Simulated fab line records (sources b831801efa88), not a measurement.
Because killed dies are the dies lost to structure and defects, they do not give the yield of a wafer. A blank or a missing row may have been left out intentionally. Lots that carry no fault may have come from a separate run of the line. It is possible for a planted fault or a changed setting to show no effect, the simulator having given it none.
fab line records	flow sky130
record lots=10	wafers=30	last_day=50
route steps=708 shown LI_CONTACT@377 LOCAL_INTERCONNECT@387 CONTACT@407
lots untouched by any fault: they come from a run of this same line in which no faults occurred
start_h: hours from the record's first day to the start of the lot's first wafer shown	wait_h: how many hours have passed since the lot's step before this one	" the same as in the row above	L1.1+2: several wafers, shown together as one row	- no value present, or no start provided	* or withheld: withheld	< > ~ a bound
route shown NAME@n: a module of which the file shows steps, and the number in the route of the first	usual: the fault-free wafers' mean and standard deviation	same: alike in all rows	chamber/n: place in a boat	sites: the reading at each site	_std_site: the standard deviation of these	_edge_site: the outer-site mean with the inner-site mean subtracted	radius_mm: for every site, how far away it sits from the centre of the wafer	mask NAME#n: copy n	behind: the tool/chamber that last shaped the wafer	hold: what put the lot on hold/how long, in hours/how the hold closed	device: names the non-switching transistor (n, p or np)	end of line: tests run on the same wafers once the route is complete	a step without rows: its recipe alone	killed: dies that structure and defects cost at the first sort, which is not the same as the wafer's yield	map: a wafer's dies, marking killed ones x, the rest . and places with no die _
set.NAME: the setting that was run; set.NAME@STEP: the one run at that earlier step	model.NAME: the simulator's own value behind a step, which no gauge read
a sample of lots followed through the steps of the route, with each step as a table and each wafer as a row
services: the hour from which a tool's chamber was out of use, counted from the record's first day as start_h (under 0 if before that day), plus the number of hours and why
## steps
# step SKY_LI_CONTACT_ETCH_15
# recipe target=PSG	chemistry=C4F8/O2/Ar	stop_on=Si	taper_deg=4.15	mask_material=KrF-thick	source_w=1500	bias_w=1200	pressure_mtorr=40	c4f8_flow_sccm=withheld	O2_flow_sccm=6	Ar_flow_sccm=300	time_s=withheld	target_depth_a=6000
# usual oes_product_au=0.837/0.0048
lot.wafer	tool	chamber	start_h	wait_h	oes_product_au
L244.3	rie_diel-01	0	701.47	0.0	0.852
L244.4	"	1	"	"	0.841
L244.5	"	3	"	"	0.841
L246.1	rie_diel-01	2	718.51	0.0	0.837
L246.3	"	1	"	"	0.838
L246.6	"	0	"	"	0.842
L247.3	rie_diel-01	3	725.96	0.0	0.833
L247.4	"	2	"	"	0.836
L247.6	"	0	"	"	0.834
L249.2	rie_diel-03	2	731.92	0.0	0.842
L249.3	"	3	"	"	0.848
L249.5	"	2	"	"	0.839
L252.2	rie_diel-03	3	750.87	0.0	0.827
L252.3	"	1	"	"	0.844
L252.5	"	2	"	"	0.839
L256.1	rie_diel-01	0	786.93	0.0	0.831
L256.4	"	3	"	"	0.829
L256.6	"	3	"	"	0.841
L257.1	rie_diel-03	1	791.17	0.0	0.836
L257.3	"	3	"	"	0.840
L257.4	"	2	"	"	0.839
L258.1	rie_diel-03	2	801.66	0.0	0.839
L258.2	"	1	"	"	0.836
L258.5	"	1	"	"	0.836
L261.3	rie_diel-01	3	825.67	0.0	0.833
L261.4	"	0	"	"	0.827
L261.5	"	3	"	"	0.839
L265.1	rie_diel-04	1	851.57	0.0	0.841
L265.3	"	0	"	"	0.833
L265.6	"	1	"	"	0.833
# step SKY_LOCAL_INTERCONNECT_SPUTTER_00
# recipe material=TiN	target_thk_nm=100	temp_c=300	power_w=6500	time_s=83.3	chamber_pressure_pa=0.4
# usual throttle_valve_pct=29.6/0.71
lot.wafer	tool	chamber	start_h	wait_h	throttle_valve_pct
L244.3	pvd_sputter-01	-	702.60	0.2	30.8
L244.4	"	-	"	"	30.3
L244.5	"	-	"	"	30.7
L246.1	pvd_sputter-03	-	719.63	0.1	30.3
L246.3	"	-	"	"	29.6
L246.6	"	-	"	"	29.4
L247.3	pvd_sputter-01	-	727.09	0.2	28.7
L247.4	"	-	"	"	28.9
L247.6	"	-	"	"	28.7
L249.2	pvd_sputter-01	-	733.04	0.1	29.0
L249.3	"	-	"	"	28.5
L249.5	"	-	"	"	28.8
L252.2	pvd_sputter-01	-	752.01	0.1	29.0
L252.3	"	-	"	"	28.5
L252.5	"	-	"	"	28.6
L256.1	pvd_sputter-01	-	788.09	0.2	29.3
L256.4	"	-	"	"	29.8
L256.6	"	-	"	"	30.1
L257.1	pvd_sputter-01	-	792.30	0.2	29.9
L257.3	"	-	"	"	28.9
L257.4	"	-	"	"	31.0
L258.1	pvd_sputter-03	-	802.78	0.2	30.3
L258.2	"	-	"	"	29.6
L258.5	"	-	"	"	29.2
L261.3	pvd_sputter-03	-	826.79	0.1	30.0
L261.4	"	-	"	"	29.5
L261.5	"	-	"	"	30.4
L265.1	pvd_sputter-03	-	852.70	0.1	29.6
L265.3	"	-	"	"	29.3
L265.6	"	-	"	"	30.2
# step SKY_LOCAL_INTERCONNECT_RS_MEAS_01
# recipe thk_meas_gauge=four-point-probe	reads=TiN_of_LOCAL_INTERCONNECT_SPUTTER_00
# usual LOCAL_INTERCONNECT_TIN_RS=14.12/0.17
lot.wafer	tool	chamber	start_h	wait_h	hold	LOCAL_INTERCONNECT_TIN_RS[ohm/sq]
L244.3	film_metro-01	-	702.70	0.1	-	13.92
L244.4	"	-	"	"	-	14.10
L244.5	"	-	"	"	-	13.95
L246.1	film_metro-01	-	719.69	0.0	-	14.10
L246.3	"	-	"	"	-	13.93
L246.6	"	-	"	"	-	13.97
L247.3	film_metro-03	-	727.20	0.1	-	14.03
L247.4	"	-	"	"	-	14.07
L247.6	"	-	"	"	-	14.10
L249.2	film_metro-01	-	733.12	0.1	-	14.24
L249.3	"	-	"	"	-	14.03
L249.5	"	-	"	"	-	14.16
L252.2	film_metro-01	-	752.10	0.1	-	13.90
L252.3	"	-	"	"	-	13.89
L252.5	"	-	"	"	-	13.97
L256.1	film_metro-01	-	788.16	0.0	await_dispo/0.2h/release	20.04
L256.4	"	-	"	"	await_dispo/0.2h/release	14.28
L256.6	"	-	"	"	await_dispo/0.2h/release	20.38
L256.1	film_metro-01	-	788.44	0.3	-	20.05
L256.4	"	-	"	"	-	14.26
L256.6	"	-	"	"	-	20.36
L257.1	film_metro-03	-	792.36	0.0	await_dispo/0.2h/release	20.56
L257.3	"	-	"	"	await_dispo/0.2h/release	14.12
L257.4	"	-	"	"	await_dispo/0.2h/release	14.18
L257.1	film_metro-03	-	792.65	0.3	-	20.56
L257.3	"	-	"	"	-	14.14
L257.4	"	-	"	"	-	14.20
L258.1	film_metro-01	-	802.84	0.0	-	14.12
L258.2	"	-	"	"	-	14.04
L258.5	"	-	"	"	-	13.86
L261.3	film_metro-03	-	826.89	0.1	-	14.13
L261.4	"	-	"	"	-	14.10
L261.5	"	-	"	"	-	14.22
L265.1	film_metro-03	-	852.76	0.0	-	13.85
L265.3	"	-	"	"	-	13.96
L265.6	"	-	"	"	-	14.16
# step SKY_LOCAL_INTERCONNECT_THK_MEAS_02
# recipe thk_meas_gauge=xrf	reads=TiN_of_LOCAL_INTERCONNECT_SPUTTER_00
# usual LOCAL_INTERCONNECT_TIN_THK=97.5/1.3
lot.wafer	tool	chamber	start_h	wait_h	hold	LOCAL_INTERCONNECT_TIN_THK[nm]
L244.3	film_metro-01	-	702.80	0.1	-	99.1
L244.4	"	-	"	"	-	98.6
L244.5	"	-	"	"	-	99.5
L246.1	film_metro-01	-	719.81	0.1	-	98.5
L246.3	"	-	"	"	-	99.1
L246.6	"	-	"	"	-	99.2
L247.3	film_metro-03	-	727.30	0.1	-	97.5
L247.4	"	-	"	"	-	97.4
L247.6	"	-	"	"	-	96.9
L249.2	film_metro-01	-	733.23	0.1	-	97.1
L249.3	"	-	"	"	-	98.0
L249.5	"	-	"	"	-	97.2
L252.2	film_metro-01	-	752.21	0.1	-	99.5
L252.3	"	-	"	"	-	99.5
L252.5	"	-	"	"	-	98.5
L256.1	film_metro-01	-	789.84	1.4	await_dispo/0.2h/release	70.2
L256.4	"	-	"	"	await_dispo/0.2h/release	97.1
L256.6	"	-	"	"	await_dispo/0.2h/release	69.3
L256.1	film_metro-01	-	790.07	0.2	-	69.9
L256.4	"	-	"	"	-	96.9
L256.6	"	-	"	"	-	69.3
L257.1	film_metro-03	-	799.96	7.3	await_dispo/0.2h/release	67.4
L257.3	"	-	"	"	await_dispo/0.2h/release	96.8
L257.4	"	-	"	"	await_dispo/0.2h/release	96.3
L257.1	film_metro-03	-	800.28	0.3	-	67.3
L257.3	"	-	"	"	-	96.5
L257.4	"	-	"	"	-	96.5
L258.1	film_metro-01	-	802.96	0.1	-	97.6
L258.2	"	-	"	"	-	98.3
L258.5	"	-	"	"	-	99.8
L261.3	film_metro-03	-	826.99	0.1	-	96.9
L261.4	"	-	"	"	-	97.3
L261.5	"	-	"	"	-	96.6
L265.1	film_metro-03	-	852.88	0.1	-	99.2
L265.3	"	-	"	"	-	98.5
L265.6	"	-	"	"	-	97.4
# step SKY_LOCAL_INTERCONNECT_OVL_MEAS_12
# usual LOCAL_INTERCONNECT_OVL=1/5
lot.wafer	tool	chamber	start_h	wait_h	LOCAL_INTERCONNECT_OVL[nm]
L244.3	overlay-01	-	731.15	0.1	6
L244.4	"	-	"	"	-5
L244.5	"	-	"	"	-3
L246.1	overlay-01	-	747.69	0.1	8
L246.3	"	-	"	"	6
L246.6	"	-	"	"	2
L247.3	overlay-01	-	754.42	0.1	-7
L247.4	"	-	"	"	1
L247.6	"	-	"	"	-3
L249.2	overlay-01	-	760.55	0.1	-3
L249.3	"	-	"	"	5
L249.5	"	-	"	"	3
L252.2	overlay-01	-	779.16	0.1	6
L252.3	"	-	"	"	-1
L252.5	"	-	"	"	-5
L256.1	overlay-01	-	815.24	0.1	-2
L256.4	"	-	"	"	4
L256.6	"	-	"	"	-3
L257.1	overlay-01	-	819.64	0.1	-8
L257.3	"	-	"	"	-7
L257.4	"	-	"	"	-1
L258.1	overlay-01	-	829.41	0.1	1
L258.2	"	-	"	"	1
L258.5	"	-	"	"	1
L261.3	overlay-02	-	853.02	0.1	1
L261.4	"	-	"	"	1
L261.5	"	-	"	"	0
L265.1	overlay-02	-	879.16	0.1	3
L265.3	"	-	"	"	2
L265.6	"	-	"	"	7
# step SKY_LOCAL_INTERCONNECT_METAL_ETCH_14
# recipe target_depth_nm=110	stop_on=PSG	chemistry=Cl2/BCl3	target=TiN	resist_sidewall_deg=88	pressure_mtorr=10	icp_w=900	bias_w=48.5	Cl2_flow_sccm=60	bcl3_flow_sccm=30	time_s=31.4
# usual bcl3_flow_sccm=29.99/0.089	drypump_motor_current_A=5.8/0.37	oes_product_au=0.943/0.0078	throttle_valve_pct=21.899/0.011
lot.wafer	tool	chamber	start_h	wait_h	bcl3_flow_sccm	drypump_motor_current_A	oes_product_au	rf_hours_counter_h	throttle_valve_pct
L244.3	rie_metal-04	1	731.26	0.0	29.92	5.5	0.945	-	21.889
L244.4	"	0	"	"	29.91	5.5	0.948	-	21.908
L244.5	"	0	"	"	29.86	5.5	0.955	-	21.891
L246.1	rie_metal-04	1	747.79	0.0	29.84	5.4	0.943	12	21.880
L246.3	"	1	"	"	29.94	5.5	0.957	-	21.894
L246.6	"	0	"	"	30.11	5.5	0.948	-	21.908
L247.3	rie_metal-03	1	754.53	0.0	30.05	6.0	0.948	-	21.902
L247.4	"	0	"	"	29.94	6.5	0.940	-	21.904
L247.6	"	0	"	"	30.03	6.5	0.947	-	21.912
L249.2	rie_metal-03	1	760.72	0.1	29.90	6.0	0.936	-	21.900
L249.3	"	1	"	"	30.06	6.1	0.943	-	21.902
L249.5	"	1	"	"	29.99	6.0	0.942	-	21.905
L252.2	rie_metal-02	0	779.26	0.0	30.06	5.7	0.948	10	21.904
L252.3	"	0	"	"	30.01	5.7	0.950	-	21.895
L252.5	"	1	"	"	29.81	5.3	0.955	-	21.899
L256.1	rie_metal-02	1	815.34	0.0	30.01	5.3	0.785	2	22.003
L256.4	"	1	"	"	29.93	5.3	0.946	-	21.892
L256.6	"	0	"	"	29.98	5.8	0.780	-	22.021
L257.1	rie_metal-03	0	819.74	0.0	29.92	6.5	0.776	2	22.011
L257.3	"	0	"	"	30.11	6.5	0.939	-	21.902
L257.4	"	1	"	"	30.04	6.0	0.941	-	21.905
L258.1	rie_metal-04	0	829.51	0.0	29.83	5.5	0.941	17	21.891
L258.2	"	1	"	"	29.89	5.5	0.947	16	21.884
L258.5	"	0	"	"	29.97	5.5	0.947	-	21.887
L261.3	rie_metal-04	1	853.13	0.0	30.03	5.5	0.938	-	21.890
L261.4	"	0	"	"	29.90	5.5	0.942	-	21.892
L261.5	"	0	"	"	29.84	5.5	0.937	-	21.909
L265.1	rie_metal-02	1	879.26	0.0	29.94	5.3	0.949	4	21.880
L265.3	"	0	"	"	29.89	5.7	0.952	-	21.903
L265.6	"	0	"	"	29.94	5.7	0.941	-	21.883
# step SKY_CONTACT_THK_MEAS_01
# recipe reads=Si3N4_of_CONTACT_CVD_00
# usual CONTACT_CVD_00_THK=74.8/1.1
lot.wafer	tool	chamber	start_h	wait_h	CONTACT_CVD_00_THK[nm]
L244.3	film_metro-01	-	732.07	-	75.2
L244.4	"	-	"	"	77.0
L244.5	"	-	"	"	76.7
L246.1	film_metro-01	-	748.87	-	75.1
L246.3	"	-	"	"	74.2
L246.6	"	-	"	"	76.3
L247.3	film_metro-01	-	755.30	-	73.8
L247.4	"	-	"	"	75.9
L247.6	"	-	"	"	75.5
L249.2	film_metro-03	-	761.46	-	75.9
L249.3	"	-	"	"	73.1
L249.5	"	-	"	"	75.6
L252.2	film_metro-03	-	779.94	-	74.6
L252.3	"	-	"	"	75.5
L252.5	"	-	"	"	76.3
L256.1	film_metro-01	-	816.06	-	73.6
L256.4	"	-	"	"	75.2
L256.6	"	-	"	"	75.0
L257.1	film_metro-01	-	820.92	-	72.9
L257.3	"	-	"	"	73.5
L257.4	"	-	"	"	73.2
L258.1	film_metro-02	-	830.28	-	73.8
L258.2	"	-	"	"	73.9
L258.5	"	-	"	"	74.5
L261.3	film_metro-02	-	853.81	-	74.9
L261.4	"	-	"	"	76.4
L261.5	"	-	"	"	77.3
L265.1	film_metro-02	-	879.94	-	73.6
L265.3	"	-	"	"	75.1
L265.6	"	-	"	"	75.5
## services
tool	chamber	start_h	hours	kind
pvd_sputter-01	1	681.32	-	consumable_replace:kit
pvd_sputter-01	1	681.32	18.0	scheduled_down
pvd_sputter-01	1	681.32	18.0	vent_cycle
rie_diel-01	2	699.38	6.4	repair
rie_diel-04	-	702.24	0.9	repair
rie_diel-03	2	740.72	3.3	repair
rie_diel-01	2	753.47	30.5	repair
rie_metal-02	-	755.01	14.0	repair
rie_diel-03	2	755.14	17.2	repair
pvd_sputter-03	-	771.79	1.0	repair
rie_diel-03	1	781.05	2.6	repair
rie_diel-01	1	783.96	-	clean
rie_diel-01	1	783.96	15.3	scheduled_down
rie_diel-01	2	786.53	10.6	repair
rie_diel-01	3	834.81	4.8	repair
rie_metal-03	-	838.19	2.5	repair
pvd_sputter-01	-	840.88	25.9	repair
rie_metal-02	-	851.35	14.6	pm
rie_diel-04	1	853.34	4.2	repair
rie_diel-01	3	862.63	4.5	repair
rie_diel-04	3	875.18	9.3	repair
pvd_sputter-01	0	875.30	-	consumable_replace:kit
pvd_sputter-01	0	875.30	18.0	scheduled_down
pvd_sputter-01	0	875.30	18.0	vent_cycle
## key
first_sign step=SKY_LOCAL_INTERCONNECT_RS_MEAS_01	reading=visit	direction=added
effect step=SKY_LOCAL_INTERCONNECT_RS_MEAS_01	reading=LOCAL_INTERCONNECT_TIN_RS	direction=up	sigmas=36	usual=14.12	struck=20.33
effect step=SKY_LOCAL_INTERCONNECT_THK_MEAS_02	reading=visit	direction=added
effect step=SKY_LOCAL_INTERCONNECT_THK_MEAS_02	reading=LOCAL_INTERCONNECT_TIN_THK	direction=down	sigmas=23	usual=97.5	struck=69.0
effect step=SKY_LOCAL_INTERCONNECT_METAL_ETCH_14	reading=oes_product_au	direction=down	sigmas=21	usual=0.943	struck=0.780
met_at SKY_LOCAL_INTERCONNECT_SPUTTER_00
struck_lots L256,L257
struck_wafers L256.1,L256.6,L257.1
tester_left_out L256,L257
not_acting_at SKY_LI_CONTACT_ETCH_15,SKY_LOCAL_INTERCONNECT_OVL_MEAS_12,SKY_CONTACT_THK_MEAS_01
onset_between 752.01 788.09
fault kind=process_parameter_drift	tool=pvd_sputter-01	chamber=-	onset_h=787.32	steps=SKY_LOCAL_INTERCONNECT_SPUTTER_00	channel=target_thk_nm	offset=-28.623	shape=step	end_h=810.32	scope=struck_wafers_only	acts_in=these_recipes_only	stated=100
# tester_left_out: of these lots the tester's yield and bins aren't shown, on N5 and GAA mostly nor the transistor test; their killed dies are dies lost to structure and defects alone, not to doping, threshold or leakage, so they don't give the yield
